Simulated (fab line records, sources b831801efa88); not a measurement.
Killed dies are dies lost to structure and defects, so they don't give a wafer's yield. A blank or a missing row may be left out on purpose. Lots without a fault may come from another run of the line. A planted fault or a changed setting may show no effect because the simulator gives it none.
fab line records | flow sky130
record lots=5 wafers=15 last_day=50
route steps=708 shown LI_CONTACT@364 LOCAL_INTERCONNECT@387 PAD_OPEN@708
lots that met no fault: from a run of the same line without faults
start_h: hours from the record's first day to the start of the lot's first wafer shown | wait_h: hours since the lot's step before | " the same as in the row above | L1.1+2: a row that stands for several wafers | - no value, or no start given | * or withheld: withheld | < > ~ a bound
route shown NAME@n: a module of which the file shows steps, and the number in the route of the first | usual: mean/standard deviation of fault-free wafers | same: alike in all rows | chamber/n: place in a boat | sites: the reading at each site | _std_site: their standard deviation | _edge_site: outer sites' mean less inner sites' | radius_mm: how far each site lies from the wafer's centre | mask NAME#n: copy n | behind: the tool/chamber that last shaped the wafer | hold: why the lot was held/for how many hours/how that ended | device: the transistor (n, p or np) that didn't switch | end of line: the same wafers' tests at the end of the route | a step without rows: its recipe alone | killed: dies lost to structure and defects at the first sort, not the wafer's yield | map: a wafer's dies, x killed, . not, _ none there
set.NAME: the setting as run; set.NAME@STEP: as run at that earlier step | model.NAME: the simulator's own value behind a step, which no gauge read
lots at some steps of the route; a table a step, a row a wafer
services: from which hour (start_h, from the record's first day; less than 0 if before it) a tool's chamber was out of use, for how many hours, and why
## steps
# step SKY_LI_CONTACT_CMP_02
# recipe material=PSG down_force_psi=4 platen_rpm=60 pad_velocity_m_s=0.94248
# usual motor_current_A=12.0/0.84 slurry_filter_dp_kPa=13.50/0.14 time_to_endpoint_s=33/3
# columns lot.wafer tool chamber start_h wait_h motor_current_A slurry_filter_dp_kPa time_to_endpoint_s
L598.3 cmp-01 0 731.61 0.1 13.1 13.57 29
L598.1 " 1 " " 11.0 13.63 30
L598.5 " 3 " " 12.2 13.45 36
L600.3 cmp-02 0 745.55 0.2 12.8 13.49 32
L600.2 " 2 " " 12.2 13.31 34
L600.6 " 0 " " 12.9 13.30 35
L604.3 cmp-01 0 782.58 0.0 14.0 13.40 29
L604.1 " 1 " " 11.3 13.51 26
L604.5 " 1 " " 10.8 13.49 26
L605.2 cmp-01 0 785.31 0.1 13.5 13.56 30
L605.5 " 0 " " 12.8 13.40 30
L605.6 " 1 " " 10.8 13.41 28
L609.1 cmp-01 1 817.76 0.2 11.1 13.63 32
L609.6 " 2 " " 12.8 13.28 33
L609.5 " 3 " " 12.7 13.47 31
# step SKY_LI_CONTACT_BOW_MEAS_03
# recipe mode=bow
# usual LI_CONTACT_BOW=57/6.9
# columns lot.wafer tool chamber start_h wait_h LI_CONTACT_BOW[um]
L598.1 film_metro-04 - 731.86 0.1 41
L598.3 " - " " 48
L598.5 " - " " 45
L600.2 film_metro-01 - 745.82 0.1 56
L600.3 " - " " 53
L600.6 " - " " 61
L604.1 film_metro-04 - 782.88 0.2 51
L604.3 " - " " 56
L604.5 " - " " 65
L605.2 film_metro-04 - 785.63 0.3 51
L605.5 " - " " 51
L605.6 " - " " 53
L609.1 film_metro-02 - 817.91 0.1 52
L609.5 " - " " 45
L609.6 " - " " 51
# step SKY_LI_CONTACT_DEHYDRATE_04
# recipe temp_c=200 time_s=60
# step SKY_LI_CONTACT_HMDS_05
# recipe prime_time_s=60 prime_temp_c=120
# step SKY_LI_CONTACT_COAT_06
# recipe resist=BARC temp_c=withheld time_s=withheld spin_rpm=3000 resist_thk_nm=60
# step SKY_LI_CONTACT_COAT_07
# recipe resist=KrF-thick spin_rpm=3000 resist_thk_nm=450
# step SKY_LI_CONTACT_SOFTBAKE_08
# recipe temp_c=100 time_s=90 resist=KrF-thick
# step SKY_LI_CONTACT_EXPOSE_09
# recipe mask_id=LICM1 na=0.8 source_shape=annular sigma_inner=0.55 sigma_outer=0.85 target_cd_nm=170 dose_mj=38
# step SKY_LI_CONTACT_PEB_10
# recipe peb_temp_c=withheld peb_time_s=withheld resist=KrF-thick
# step SKY_LI_CONTACT_DEVELOP_11
# recipe develop_time_s=60 resist=KrF-thick dev_temp_c=21
# step SKY_LI_CONTACT_CD_MEAS_12
# recipe target_cd_nm=170
# usual cd_nm=170.3/1.3
# columns lot.wafer tool chamber start_h wait_h cd_nm
L598.1 cd_sem-02 - 758.31 - 168.9
L598.3 " - " " 170.4
L598.5 " - " " 170.3
L600.2 cd_sem-02 - 773.61 - 169.4
L600.3 " - " " 168.9
L600.6 " - " " 169.2
L604.1 cd_sem-02 - 808.87 - 170.4
L604.3 " - " " 169.9
L604.5 " - " " 170.8
L605.2 cd_sem-02 - 812.14 - 170.3
L605.5 " - " " 170.2
L605.6 " - " " 170.0
L609.1 cd_sem-02 - 844.22 - 170.9
L609.5 " - " " 170.5
L609.6 " - " " 172.5
# step SKY_LI_CONTACT_OVL_MEAS_13
# usual LI_CONTACT_OVL=3/5.3
# columns lot.wafer tool chamber start_h wait_h LI_CONTACT_OVL[nm]
L598.1 overlay-02 - 758.43 0.1 -2
L598.3 " - " " -4
L598.5 " - " " 1
L600.2 overlay-02 - 773.71 0.1 5
L600.3 " - " " 3
L600.6 " - " " 3
L604.1 overlay-02 - 808.99 0.1 2
L604.3 " - " " 7
L604.5 " - " " 6
L605.2 overlay-01 - 812.25 0.1 -4
L605.5 " - " " -2
L605.6 " - " " -3
L609.1 overlay-01 - 844.34 0.1 12
L609.5 " - " " 11
L609.6 " - " " 9
# step SKY_LI_CONTACT_ETCH_14
# recipe chemistry=N2/H2 target=BARC ion_energy_ev=200 source_w=500 bias_w=100 pressure_mtorr=30 n2_flow_sccm=100 h2_flow_sccm=200 stop_on=SiO2 time_s=45.9 target_depth_a=600
# usual drypump_motor_current_A=5.6/0.47 oes_product_au=0.855/0.0048 throttle_valve_pct=13.225/0.0094
# columns lot.wafer tool chamber start_h wait_h drypump_motor_current_A oes_product_au rf_hours_counter_h throttle_valve_pct
L598.1 rie_diel-03 2 758.47 0.0 5.9 0.848 41 13.226
L598.3 " 0 " " 5.9 0.857 6 13.226
L598.5 " 0 " " 6.0 0.861 - 13.236
L600.2 rie_diel-01 0 773.74 0.0 6.1 0.856 3 13.220
L600.3 " 1 " " 5.1 0.848 0 13.218
L600.6 " 1 " " 5.1 0.865 - 13.227
L604.1 rie_diel-04 2 809.03 0.0 6.2 0.855 2 13.226
L604.3 " 3 " " 5.9 0.853 10 13.213
L604.5 " 0 " " 6.0 0.857 - 13.242
L605.2 rie_diel-04 1 812.28 0.0 5.0 0.849 21 13.232
L605.5 " 2 " " 6.2 0.841 - 13.231
L605.6 " 3 " " 5.9 0.850 - 13.208
L609.1 rie_diel-03 2 844.37 0.0 5.9 0.853 1 13.221
L609.5 " 1 " " 4.9 0.854 - 13.227
L609.6 " 2 " " 5.9 0.856 - 13.221
# step SKY_LI_CONTACT_ETCH_15
# recipe target=PSG chemistry=C4F8/O2/Ar stop_on=Si taper_deg=4.15 mask_material=KrF-thick source_w=1500 bias_w=1200 pressure_mtorr=40 c4f8_flow_sccm=withheld O2_flow_sccm=6 Ar_flow_sccm=300 time_s=withheld target_depth_a=6000
# usual oes_product_au=0.837/0.0044
# columns lot.wafer tool chamber start_h wait_h oes_product_au
L598.1 rie_diel-03 2 758.51 0.0 0.833
L598.3 " 0 " " 0.844
L598.5 " 0 " " 0.830
L600.2 rie_diel-01 0 773.79 0.0 0.840
L600.3 " 1 " " 0.834
L600.6 " 1 " " 0.835
L604.1 rie_diel-04 2 809.07 0.0 0.835
L604.3 " 3 " " 0.837
L604.5 " 0 " " 0.843
L605.2 rie_diel-04 1 812.32 0.0 0.833
L605.5 " 2 " " 0.839
L605.6 " 3 " " 0.837
L609.1 rie_diel-03 2 844.41 0.0 0.842
L609.5 " 1 " " 0.833
L609.6 " 2 " " 0.833
# step SKY_LI_CONTACT_STRIP_16
# recipe chemistry=O2/N2 power_w=1400 pressure_mtorr=1500 platen_temp_c=withheld o2_flow_sccm=3000 n2_flow_sccm=300 overash_fraction=0.5
# step SKY_LI_CONTACT_CLEAN_17
# recipe chemistry=NMP time_s=600 temp_c=60 dry=n2_spin
# step SKY_LI_CONTACT_PRE_CLEAN_18
# recipe gas=Ar time_s=5.6 bias_v=358
# step SKY_LI_CONTACT_SPUTTER_19
# recipe material=Ti target_thk_nm=20 chamber_pressure_pa=5 power_w=2500 substrate_temp_c=200 time_s=106.37
# usual cathode_dc_power_W=2500.0/0.45 throttle_valve_pct=29.1/1
# columns lot.wafer tool chamber start_h wait_h cathode_dc_power_W throttle_valve_pct
L598.1 pvd_sputter-04 - 758.89 0.0 2499.7 27.5
L598.3 " - " " 2500.8 30.4
L598.5 " - " " 2500.0 30.4
L600.2 pvd_sputter-01 - 774.17 0.0 2499.8 27.7
L600.3 " - " " 2500.8 29.6
L600.6 " - " " 2499.8 28.5
L604.1 pvd_sputter-02 - 809.45 0.0 2500.2 27.9
L604.3 " - " " 2499.4 29.0
L604.5 " - " " 2499.6 28.8
L605.2 pvd_sputter-01 - 812.70 0.0 2501.0 29.5
L605.5 " - " " 2500.3 29.6
L605.6 " - " " 2499.5 27.9
L609.1 pvd_sputter-01 - 844.81 0.0 2499.4 28.5
L609.5 " - " " 2499.9 29.3
L609.6 " - " " 2500.4 28.3
# step SKY_LI_CONTACT_SPUTTER_20
# recipe material=TiN target_thk_nm=20 chamber_pressure_pa=5 power_w=4000 time_s=80
# step SKY_LI_CONTACT_CVD_21
# recipe material=W target_thk_nm=400 time_s=120.56 temp_c=400 pressure_torr=40
# step SKY_LI_CONTACT_RS_MEAS_22
# recipe thk_meas_gauge=four-point-probe reads=W_of_LI_CONTACT_CVD_21+TiN_of_LI_CONTACT_SPUTTER_20+Ti_of_LI_CONTACT_SPUTTER_19
# usual LI_CONTACT_W_RS=0.284/0.0038
# columns lot.wafer tool chamber start_h wait_h LI_CONTACT_W_RS[ohm/sq]
L598.1 film_metro-04 - 759.16 0.1 0.288
L598.3 " - " " 0.288
L598.5 " - " " 0.288
L600.2 film_metro-04 - 774.45 0.1 0.288
L600.3 " - " " 0.287
L600.6 " - " " 0.286
L604.1 film_metro-01 - 809.71 0.1 0.281
L604.3 " - " " 0.283
L604.5 " - " " 0.281
L605.2 film_metro-04 - 812.98 0.1 0.286
L605.5 " - " " 0.285
L605.6 " - " " 0.283
L609.1 film_metro-01 - 845.07 0.1 0.286
L609.5 " - " " 0.285
L609.6 " - " " 0.285
# step SKY_LI_CONTACT_THK_MEAS_23
# recipe thk_meas_gauge=xrf reads=W_of_LI_CONTACT_CVD_21
# usual LI_CONTACT_W_THK=410/6.2
# columns lot.wafer tool chamber start_h wait_h LI_CONTACT_W_THK[nm]
L598.1 film_metro-04 - 759.28 0.1 405
L598.3 " - " " 406
L598.5 " - " " 405
L600.2 film_metro-04 - 774.56 0.1 410
L600.3 " - " " 413
L600.6 " - " " 412
L604.1 film_metro-01 - 809.83 0.1 413
L604.3 " - " " 409
L604.5 " - " " 413
L605.2 film_metro-04 - 813.09 0.1 415
L605.5 " - " " 414
L605.6 " - " " 416
L609.1 film_metro-01 - 845.19 0.1 410
L609.5 " - " " 412
L609.6 " - " " 410
# step SKY_LI_CONTACT_CMP_24
# recipe stop_on=PSG t_overpolish_s=20 down_force_psi=3.5 platen_rpm=60 target_thk_nm=0 pad_velocity_m_s=0.94248
# step SKY_LOCAL_INTERCONNECT_SPUTTER_00
# recipe material=TiN target_thk_nm=100 temp_c=300 power_w=6500 time_s=83.3 chamber_pressure_pa=0.4
# usual cathode_dc_power_W=6500.0/1.1 throttle_valve_pct=29.8/1.3
# columns lot.wafer tool chamber start_h wait_h cathode_dc_power_W throttle_valve_pct
L598.1 pvd_sputter-03 - 759.64 0.2 6499.1 30.7
L598.3 " - " " 6499.6 30.9
L598.5 " - " " 6500.6 31.5
L600.2 pvd_sputter-04 - 774.91 0.2 6500.1 30.5
L600.3 " - " " 6499.8 30.8
L600.6 " - " " 6500.5 30.8
L604.1 pvd_sputter-03 - 810.19 0.2 6501.6 31.3
L604.3 " - " " 6498.2 29.1
L604.5 " - " " 6497.4 29.1
L605.2 pvd_sputter-03 - 813.44 0.1 6501.1 31.4
L605.5 " - " " 6501.0 31.0
L605.6 " - " " 6499.8 29.1
L609.1 pvd_sputter-02 - 845.55 0.2 6499.6 27.9
L609.5 " - " " 6501.0 27.9
L609.6 " - " " 6500.4 28.9
# step SKY_LOCAL_INTERCONNECT_RS_MEAS_01
# recipe thk_meas_gauge=four-point-probe reads=TiN_of_LOCAL_INTERCONNECT_SPUTTER_00
# usual LOCAL_INTERCONNECT_TIN_RS=14.06/0.19
# columns lot.wafer tool chamber start_h wait_h LOCAL_INTERCONNECT_TIN_RS[ohm/sq]
L598.1 film_metro-03 - 759.70 0.0 14.24
L598.3 " - " " 14.07
L598.5 " - " " 14.06
L600.2 film_metro-03 - 774.99 0.1 14.01
L600.3 " - " " 14.09
L600.6 " - " " 14.24
L604.1 film_metro-02 - 810.26 0.0 13.95
L604.3 " - " " 14.15
L604.5 " - " " 14.10
L605.2 film_metro-04 - 813.53 0.1 14.18
L605.5 " - " " 14.28
L605.6 " - " " 14.34
L609.1 film_metro-03 - 845.61 0.0 14.01
L609.5 " - " " 13.92
L609.6 " - " " 13.83
# step SKY_LOCAL_INTERCONNECT_THK_MEAS_02
# recipe thk_meas_gauge=xrf reads=TiN_of_LOCAL_INTERCONNECT_SPUTTER_00
# usual LOCAL_INTERCONNECT_TIN_THK=99.2/1.4
# columns lot.wafer tool chamber start_h wait_h LOCAL_INTERCONNECT_TIN_THK[nm]
L598.1 film_metro-03 - 759.82 0.1 97.8
L598.3 " - " " 98.3
L598.5 " - " " 98.6
L600.2 film_metro-03 - 775.10 0.1 100.0
L600.3 " - " " 99.5
L600.6 " - " " 98.7
L604.1 film_metro-02 - 810.38 0.1 100.2
L604.3 " - " " 99.0
L604.5 " - " " 99.3
L605.2 film_metro-04 - 813.64 0.1 98.2
L605.5 " - " " 97.6
L605.6 " - " " 97.4
L609.1 film_metro-03 - 845.73 0.1 99.0
L609.5 " - " " 99.5
L609.6 " - " " 101.0
# step SKY_LOCAL_INTERCONNECT_DEHYDRATE_03
# recipe temp_c=200 time_s=60
# step SKY_LOCAL_INTERCONNECT_HMDS_04
# recipe prime_time_s=60 prime_temp_c=120
# step SKY_LOCAL_INTERCONNECT_COAT_05
# recipe resist=BARC temp_c=withheld time_s=withheld spin_rpm=3000 resist_thk_nm=60
# step SKY_LOCAL_INTERCONNECT_COAT_06
# recipe resist=KrF-thick spin_rpm=3000 resist_thk_nm=450
# step SKY_LOCAL_INTERCONNECT_SOFTBAKE_07
# recipe temp_c=100 time_s=90 resist=KrF-thick
# step SKY_LOCAL_INTERCONNECT_EXPOSE_08
# recipe mask_id=LI1M na=0.8 source_shape=annular sigma_inner=0.55 sigma_outer=0.85 target_cd_nm=170 dose_mj=28
# step SKY_LOCAL_INTERCONNECT_PEB_09
# recipe peb_temp_c=withheld peb_time_s=withheld resist=KrF-thick
# step SKY_LOCAL_INTERCONNECT_DEVELOP_10
# recipe develop_time_s=60 resist=KrF-thick dev_temp_c=21
# step SKY_LOCAL_INTERCONNECT_CD_MEAS_11
# recipe target_cd_nm=170
# usual cd_nm=169.3/1.3
# columns lot.wafer tool chamber start_h wait_h cd_nm
L598.1 cd_sem-02 - 786.61 - 167.9
L598.3 " - " " 169.3
L598.5 " - " " 168.3
L600.2 cd_sem-02 - 800.83 - 168.7
L600.3 " - " " 169.9
L600.6 " - " " 168.9
L604.1 cd_sem-01 - 836.82 - 169.9
L604.3 " - " " 168.2
L604.5 " - " " 169.2
L605.2 cd_sem-01 - 839.59 - 171.3
L605.5 " - " " 170.1
L605.6 " - " " 171.2
L609.1 cd_sem-01 - 871.42 - 168.5
L609.5 " - " " 168.8
L609.6 " - " " 169.6
# step SKY_LOCAL_INTERCONNECT_OVL_MEAS_12
# usual LOCAL_INTERCONNECT_OVL=4/5.1
# columns lot.wafer tool chamber start_h wait_h LOCAL_INTERCONNECT_OVL[nm]
L598.1 overlay-02 - 786.73 0.1 -2
L598.3 " - " " -2
L598.5 " - " " 6
L600.2 overlay-02 - 800.94 0.1 5
L600.3 " - " " 4
L600.6 " - " " 0
L604.1 overlay-02 - 836.94 0.1 -6
L604.3 " - " " 1
L604.5 " - " " 0
L605.2 overlay-01 - 839.70 0.1 0
L605.5 " - " " 1
L605.6 " - " " 9
L609.1 overlay-02 - 871.54 0.1 5
L609.5 " - " " 5
L609.6 " - " " 10
# step SKY_LOCAL_INTERCONNECT_ETCH_13
# recipe chemistry=N2/H2 target=BARC ion_energy_ev=200 bias_w=100 pressure_mtorr=30 n2_flow_sccm=100 h2_flow_sccm=200 icp_w=500 stop_on=SiO2 time_s=45.9 target_depth_a=600
# usual drypump_motor_current_A=5.9/0.5 oes_product_au=0.854/0.0048 throttle_valve_pct=13.227/0.0096
# columns lot.wafer tool chamber start_h wait_h drypump_motor_current_A oes_product_au rf_hours_counter_h throttle_valve_pct
L598.1 rie_metal-01 0 786.77 0.0 6.2 0.851 10 13.219
L598.3 " 0 " " 6.2 0.853 - 13.224
L598.5 " 0 " " 6.2 0.855 - 13.229
L600.2 rie_metal-02 0 800.97 0.0 5.8 0.850 15 13.230
L600.3 " 1 " " 6.5 0.858 - 13.231
L600.6 " 1 " " 6.5 0.853 - 13.229
L604.1 rie_metal-03 1 836.97 0.0 5.1 0.855 11 13.247
L604.3 " 1 " " 5.1 0.857 - 13.240
L604.5 " 1 " " 5.1 0.853 - 13.238
L605.2 rie_metal-03 1 839.75 0.0 5.1 0.857 - 13.239
L605.5 " 1 " " 5.1 0.855 - 13.222
L605.6 " 1 " " 5.1 0.856 - 13.228
L609.1 rie_metal-02 1 871.58 0.0 6.6 0.850 17 13.234
L609.5 " 0 " " 5.8 0.849 - 13.229
L609.6 " 1 " " 6.6 0.848 - 13.220
# step SKY_LOCAL_INTERCONNECT_METAL_ETCH_14
# recipe target_depth_nm=110 stop_on=PSG chemistry=Cl2/BCl3 target=TiN resist_sidewall_deg=88 pressure_mtorr=10 icp_w=900 bias_w=48.5 Cl2_flow_sccm=60 bcl3_flow_sccm=30 time_s=31.4
# step SKY_LOCAL_INTERCONNECT_STRIP_15
# recipe chemistry=O2/N2 power_w=1400 pressure_mtorr=1500 platen_temp_c=withheld o2_flow_sccm=3000 n2_flow_sccm=300 overash_fraction=0.5
# step SKY_LOCAL_INTERCONNECT_STRIP_16
# recipe chemistry=post_etch_residue_remover time_s=1200 temp_c=72.5
# step SKY_LOCAL_INTERCONNECT_CLEAN_17
# recipe chemistry=IPA time_s=180 temp_c=25
# step SKY_LOCAL_INTERCONNECT_CLEAN_18
# recipe chemistry=O3/DIW dry=n2_spin
# step SKY_PAD_OPEN_PROBE_99
# usual killed_at_M0_to_M3=43/7.3 killed_at_M4_up=3.1/1.7 killed_at_contacts=25/5.3 killed_at_front_end=14/4.1 killed_at_other=0.3/0.56 killed_dies=85/9.4 killed_open=46/7.4 killed_short=38/5.8
# same gross_dies=492 killed_at_back_side=0
# columns lot.wafer tool chamber start_h wait_h killed_at_M0_to_M3 killed_at_M4_up killed_at_contacts killed_at_front_end killed_at_other killed_dies killed_open killed_short
L598.1 prober-01 - 1138.61 0.1 38 0 54 13 1 106 41 32
L600.2 prober-01 - 1147.50 0.1 32 5 28 13 0 78 44 34
L600.3 prober-01 - 1147.55 0.2 52 1 27 16 1 97 55 41
L600.6 prober-01 - 1147.70 0.2 52 4 30 9 0 95 56 38
L604.1 prober-01 - 1169.31 0.1 47 4 23 9 0 83 43 39
L604.3 prober-01 - 1169.41 0.2 36 1 27 16 1 81 44 37
L604.5 prober-01 - 1169.51 0.2 42 2 24 13 0 81 40 41
L605.2 prober-02 - 1175.80 0.1 33 4 26 10 0 73 43 30
L605.5 prober-02 - 1175.95 0.2 42 4 26 13 2 87 38 49
L605.6 prober-02 - 1176.00 0.2 46 6 22 10 1 85 42 43
# killed by level:class
L598.1 LI_CONTACT:unspecified=32 VIA3:geometric_particle:open=10 LI_CONTACT:geometric_particle:open=7 CONTACT:geometric_particle:open=7 VIA1:geometric_particle:open=6 VIA1:geometric_particle:short=5 VIA2:geometric_particle:open=5 FIELD_ISO:geometric_particle:short=4
L600.2 CONTACT:geometric_particle:open=16 VIA3:geometric_particle:open=7 VIA1:geometric_particle:open=6 VIA1:geometric_particle:short=6 POLY_GATE:geometric_particle:short=5 LI_CONTACT:geometric_particle:open=4 CONTACT:geometric_particle:short=4 METAL1:geometric_particle:short=4
L600.3 VIA1:geometric_particle:open=12 LI_CONTACT:geometric_particle:open=9 VIA3:geometric_particle:open=8 METAL2:geometric_particle:short=8 VIA2:geometric_particle:open=8 CONTACT:geometric_particle:open=7 METAL1:geometric_particle:short=6 CONTACT:geometric_particle:short=5
L600.6 CONTACT:geometric_particle:open=11 VIA3:geometric_particle:open=10 LI_CONTACT:geometric_particle:open=8 VIA2:geometric_particle:open=8 METAL1:geometric_particle:short=7 VIA1:geometric_particle:short=7 VIA1:geometric_particle:open=6 FIELD_ISO:geometric_particle:open=4
L604.1 CONTACT:geometric_particle:open=12 VIA1:geometric_particle:open=10 VIA2:geometric_particle:open=8 LI_CONTACT:geometric_particle:open=6 METAL1:geometric_particle:short=6 FIELD_ISO:geometric_particle:short=5 VIA2:geometric_particle:short=5 VIA3:geometric_particle:short=5
L604.3 VIA1:geometric_particle:open=13 LI_CONTACT:geometric_particle:open=8 CONTACT:geometric_particle:open=7 LOCAL_INTERCONNECT:geometric_particle:short=6 FIELD_ISO:geometric_particle:short=5 POLY_GATE:geometric_particle:short=5 VIA3:geometric_particle:open=4 CONTACT:geometric_particle:short=4
L604.5 CONTACT:geometric_particle:open=12 VIA3:geometric_particle:open=10 VIA1:geometric_particle:open=8 METAL1:geometric_particle:short=7 LOCAL_INTERCONNECT:geometric_particle:short=6 METAL2:geometric_particle:short=5 FIELD_ISO:geometric_particle:short=4 POLY_GATE:geometric_particle:short=4
L605.2 LOCAL_INTERCONNECT:geometric_particle:short=9 VIA2:geometric_particle:open=9 VIA1:geometric_particle:open=8 CONTACT:geometric_particle:open=8 VIA3:geometric_particle:open=7 LI_CONTACT:geometric_particle:open=6 POLY_GATE:geometric_particle:short=3 CONTACT:geometric_particle:short=3
L605.5 CONTACT:geometric_particle:short=10 CONTACT:geometric_particle:open=10 METAL2:geometric_particle:short=10 VIA1:geometric_particle:open=7 VIA2:geometric_particle:open=7 FIELD_ISO:geometric_particle:short=6 VIA3:geometric_particle:open=6 METAL1:geometric_particle:short=5
L605.6 VIA1:geometric_particle:open=11 CONTACT:geometric_particle:short=9 VIA2:geometric_particle:open=7 METAL2:geometric_particle:short=6 CONTACT:geometric_particle:open=5 VIA2:geometric_particle:short=5 METAL4:geometric_particle:short=5 POLY_GATE:geometric_particle:open=4
# map L598.1 (x killed, . not)
__________......xx.._________
________......x......._______
______...........x....x._____
_____..x...x..x...x..x...____
____........x.x.....x.x...___
___.............x..xx.....x__
__.x.........x....xx.x......_
_....x.......x...xx.x.....xxx
_.x.....x.............x.xxxxx
_........x............xxxxxxx
_..x..x.x...xx.........x.xxxx
_..x.xx.....xx.x........xxxxx
_x..........x...x.......xxxxx
_..............x.........x.xx
_.x........x........x...x.x..
__....xx..........x.....x..._
___.......x..xx.......x...x__
____...xx..x.............x___
_____.......x.....x...x..____
______...........x......_____
________...xx....x...._______
__________.......x.._________
# map L609.1 (x killed, . not)
__________....x.x.x._________
________..x.x........._______
______...x....x......x.x_____
_____...x................____
____..x.x.x..x....xx..x...___
___....x.xx.xx....x.....xx.__
__........x.xx.............._
_....x.xx....xxx..x.......xx.
_....x............x..........
_x..............x.....x..xx..
_.......x.x....x..x.xx...x.x.
_....x..........x........x...
_................x...xx......
_...........x......xxx.xx....
_..x.....x....x.xx........x..
__.....x...x.x.x.x.x........_
___....xxx.x....x....xx....__
____............x....x..x.___
_____...xx.........xxx..x____
______xx.x......x..x...._____
________xx......x..x.._______
__________.........x_________
## services
# columns tool chamber start_h hours kind
cmp-01 - 707.69 4.5 repair
rie_diel-04 2 718.21 - clean
rie_diel-04 2 718.21 16.4 scheduled_down
rie_diel-04 2 718.21 16.4 vent_cycle
cmp-02 - 725.80 3.7 repair
cmp-01 - 744.11 4.0 pm
cmp-01 - 747.65 1.1 repair
cmp-01 - 748.11 - consumable_replace:conditioner
rie_diel-01 0 748.79 12.0 repair
cmp-01 - 761.06 4.8 pm
cmp-02 - 762.19 2.6 repair
rie_diel-04 - 774.05 2.8 pm
pvd_sputter-01 - 778.26 2.4 repair
rie_metal-02 - 785.29 1.4 pm
rie_metal-02 - 788.63 0.6 repair
pvd_sputter-02 - 792.97 1.8 repair
rie_diel-01 1 798.60 3.1 repair
rie_metal-03 - 799.87 1.1 repair
cmp-02 - 812.50 12.4 pm
rie_diel-01 - 819.23 2.8 pm
rie_diel-01 3 822.93 11.5 repair
cmp-02 - 831.38 0.6 repair
cmp-02 - 846.90 5.6 pm
rie_diel-01 1 854.74 9.0 repair
## key
first_sign step=SKY_PAD_OPEN_PROBE_99 reading=killed_at_contacts direction=up sigmas=5.5 usual=25 struck=54
effect none on later readings
met_at SKY_LI_CONTACT_ETCH_14
struck_wafers L598.1
tester_left_out L598
fault kind=chamber_particle_source tool=rie_diel-03 chamber=2 onset_h=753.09 steps=SKY_LI_CONTACT_ETCH_14 rate_per_visit_cm2=1.1369 end_h=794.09
# tester_left_out: of these lots the tester's yield and bins aren't shown, on N5 and GAA mostly nor the transistor test; their killed dies are dies lost to structure and defects alone, not to doping, threshold or leakage, so they don't give the yield
